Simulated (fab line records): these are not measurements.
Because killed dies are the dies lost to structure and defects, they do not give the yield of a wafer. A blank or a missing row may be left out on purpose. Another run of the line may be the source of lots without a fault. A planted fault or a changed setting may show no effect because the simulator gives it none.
8D (eight disciplines) problem report, filled in by code || flow sky130 || the parts of the form that need people (team, actions taken, sign-off) are left out

== 1. WHAT IS WRONG ==
Wafers without a fault read 74.3 s, standard deviation 0.42; run length s at SKY_FIELD_ISO_ETCH_14 reads a mean of 110.8 s on 2 wafers belonging to 2 lots. Measured from the usual mean, that is +87 standard deviations.
The step: etches BARC in N2/H2, stops on SiO2, time 45.9 s, target depth 60 nm.
First observed at day 5 01:05: wafer L292.3, on rie diel-04. The record holds 33 wafers of 11 lots with a number at this step. The rule behind "out" and "out of limits": a value lying over 4 standard deviations away from the usual mean. The other wafers with a number count as sound.

== 2. WHAT IT IS AND WHAT IT IS NOT ==
{"question": "which readings at this step", "is": "run length s, oes product au", "is not": "bias w, drypump motor current A, h2 flow sccm"}
{"question": "which lots", "is": "L292, L293", "is not": "L279, L280, L282, L283, L284, L287, L296, L298, L301"}
{"question": "which wafers of those lots", "is": "L292.3, L293.6", "is not": "L292.2, L292.5, L293.4, L293.5"}
{"question": "read on which tools", "is": "rie diel-04", "is not": "rie diel-01, rie diel-02"}
{"question": "when", "is": "from day 5 01:05", "is not": "up to then (20 sound wafers); but 11 sound wafers of L293, L296, L298, L301 came after"}

== 3. THE SUSPECTS, EACH WITH WHAT RULES IT OUT ==
Counting: if a tool at a process step up to the reading ran every lot that is out, it stays a suspect. Sound lots after the first of them don't rule it out here, since some wafers of a struck lot are sound.
- rie diel-04 at SKY_FIELD_ISO_ETCH_14 (etches BARC in N2/H2, stops on SiO2, time 45.9 s, target depth 60 nm): kept. It processed each lot that is out (first: L292, day 5 01:05); up to then, its last sound lot is L284 (day 3 07:35). Its own oes product au, run length s readings are out on those wafers.
- In rie diel-04 at SKY_FIELD_ISO_ETCH_14, the wafers that are out were processed in chamber 2 and their sound lot-mates in chambers 0, 1.
The count leaves rie diel-04 at SKY_FIELD_ISO_ETCH_14.

== 4. THE CAUSE (what the simulator had put in) ==
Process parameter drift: rie diel-04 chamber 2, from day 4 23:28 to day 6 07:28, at SKY_FIELD_ISO_ETCH_14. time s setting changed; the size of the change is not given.
Only this tool survived the counting.

== 5. THE EFFECT CHAIN, in route order ==
One row per reading whose mean, taken over the struck wafers that have a number, lies over 3 standard deviations from the usual. Only readings whose record carries a usual standard deviation are examined. hours: median over the lots of the time between each lot's start at the first step of this table that gives one and its start at this step. sigmas: the change, counted in usual standard deviations.
{"hours": 0, "step": "SKY_FIELD_ISO_ETCH_14", "reading": "oes product au", "usual": "0.855 a.u.", "on struck wafers": 0.641, "change": -0.214, "sigmas": -48}
{"hours": 0, "step": "SKY_FIELD_ISO_ETCH_14", "reading": "run length s", "usual": "74.3 s", "on struck wafers": 110.8, "change": "+36.5", "sigmas": "+87"}
{"hours": 0, "step": "SKY_FIELD_ISO_STRIP_16", "reading": "oes product au", "usual": "0.376 a.u.", "on struck wafers": 0.355, "change": -0.021, "sigmas": -3.7}
{"hours": 0, "step": "SKY_FIELD_ISO_STRIP_16", "reading": "strip time to endpoint s", "usual": "3.52 s", "on struck wafers": 3.12, "change": -0.40, "sigmas": -8.3}
Here are the process steps it includes:
- SKY_FIELD_ISO_ETCH_14: etches BARC in N2/H2, stops on SiO2, time 45.9 s, target depth 60 nm.
- SKY_FIELD_ISO_STRIP_16: strips in O2/N2.
Later steps that measure or inspect, where all struck wafers having a row at the step show a number for every such reading and not one has moved that far: SKY_VIA1_OVL_MEAS_13.

== 6. HOW IT WOULD HAVE BEEN CAUGHT EARLIER ==
In this record no reading fell out of limits until day 5 01:05, 2 hours after the fault had begun at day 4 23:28.
